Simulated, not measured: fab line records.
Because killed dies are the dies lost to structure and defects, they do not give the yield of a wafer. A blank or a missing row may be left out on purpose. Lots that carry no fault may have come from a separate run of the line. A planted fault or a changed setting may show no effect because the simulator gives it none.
Matching of chambers | flow sky130 | SKY_VIA3_CMP_02 on cmp-01: 4 sister chambers
The step polishes SiO2. 20 wafers are shown with their chamber, then 10 later ones without.

EACH WAFER AND ITS CHAMBER
wafer  | chamber | motor_current_A (A)
L874.2 | 3       | 10.9
L874.4 | 1       | 12.8
L874.6 | 3       | 11.9
L878.1 | 0       | 11.0
L878.5 | 3       | 10.9
L878.6 | 0       | 11.4
L879.2 | 3       | 11.3
L879.3 | 0       | 11.5
L879.4 | 2       | 13.4
L881.2 | 0       | 12.2
L881.5 | 0       | 11.3
L881.6 | 1       | 12.6
L887.1 | 3       | 11.3
L887.3 | 2       | 13.5
L887.6 | 0       | 11.8
L888.3 | 2       | 14.2
L888.5 | 2       | 13.7
L888.6 | 3       | 11.2
L889.1 | 2       | 13.9
L889.2 | 3       | 11.5

SIGNATURES (averages over the wafers above)
reading         | chamber 0 | chamber 1 | chamber 2 | chamber 3 | scatter within a chamber
motor_current_A | 11.533    | 12.700    | 13.740    | 11.286    | 0.357
Rule: a wafer's distance from a chamber is the root of the sum, over the readings, of the square of ((its reading less the chamber's mean) divided by the reading's scatter). The wafer belongs to the nearest chamber; if the next one is less than 2 further off, it can't be placed. The scatter is the square root of a quotient: the sum, over the shown wafers, of each reading's squared deviation from its chamber's mean, divided by wafers minus chambers.

WAFERS WHOSE CHAMBER IS MISSING
wafer  | motor_current_A (A)
L889.4 | 12.9
L891.4 | 13.1
L891.5 | 11.5
L891.6 | 11.4
L894.3 | 12.0
L894.4 | 10.9
L894.6 | 13.5
L896.1 | 11.2
L896.4 | 13.1
L896.6 | 10.7

THE CHAMBER EACH PASSED THROUGH
wafer  | from the rows above          | in truth
L889.4 | can't be placed: 1 or 2      | 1
L891.4 | can't be placed: 1 or 2      | 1
L891.5 | can't be placed: 0 or 3      | 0
L891.6 | can't be placed: 3 or 0      | 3
L894.3 | can't be placed: 0 or 1 or 3 | 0
L894.4 | can't be placed: 3 or 0      | 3
L894.6 | can't be placed: 2 or 1      | 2
L896.1 | can't be placed: 3 or 0      | 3
L896.4 | can't be placed: 1 or 2      | 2
L896.6 | can't be placed: 3 or 0      | 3
Correct placement for 0 of the 10. Unplaceable from these rows: 10, with the true chamber sitting among the candidates in 10. Wrongly placed: 0.
